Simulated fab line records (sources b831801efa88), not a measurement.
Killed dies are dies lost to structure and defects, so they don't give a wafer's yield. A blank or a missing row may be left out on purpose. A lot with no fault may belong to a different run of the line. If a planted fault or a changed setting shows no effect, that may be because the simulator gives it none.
Matching of chambers    flow gf180mcu    GF_POLY_GATE_ETCH_13 on rie_si-02: 4 sister chambers
The step etches poly-Si in HBr/Cl2, stops on SiO2, target depth 198.5 nm, time 69.6 s. 8 wafers are shown with their chamber, then 7 later ones without.

WAFERS PAIRED WITH THEIR CHAMBERS
wafer   chamber  drypump_motor_current_A (A)  oes_product_au (a.u.)
L078.2  1        5.8                          0.980
L082.3  1        5.8                          0.987
L082.4  0        5.7                          1.001
L083.1  2        6.5                          0.989
L083.2  0        5.7                          1.001
L083.4  3        6.7                          0.988
L084.1  2        6.4                          0.985
L084.3  3        6.7                          0.986

WAFERS MISSING THEIR CHAMBER
wafer   drypump_motor_current_A (A)  oes_product_au (a.u.)
L084.6  5.7                          0.985
L086.1  6.5                          0.992
L086.2  5.7                          1.011
L086.6  6.5                          0.982
L094.2  5.8                          0.984
L094.3  5.8                          0.986
L094.6  5.8                          0.985

WHICH CHAMBER EACH ONE RAN IN
wafer    from the rows above   in truth
L084.6   1                     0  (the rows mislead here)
L086.1   2                     2
L086.2   0                     0
L086.6   2                     2
L094.2   1                     1
L094.3   1                     1
L094.6   1                     1
Correctly placed: 6 of 7. Can't be placed from these rows: 0. Placed wrongly: 1.
How it was worked out, from the rows above alone: a wafer's distance from a chamber is the root of the sum, over the readings, of the square of ((its reading less the chamber's mean) divided by the reading's scatter). The wafer belongs to the nearest chamber; if the next one is less than 2 further off, it can't be placed. The mean given for a chamber averages the wafers shown for that chamber. The scatter is the square root of a quotient: the sum, over the shown wafers, of each reading's squared deviation from its chamber's mean, divided by wafers minus chambers.
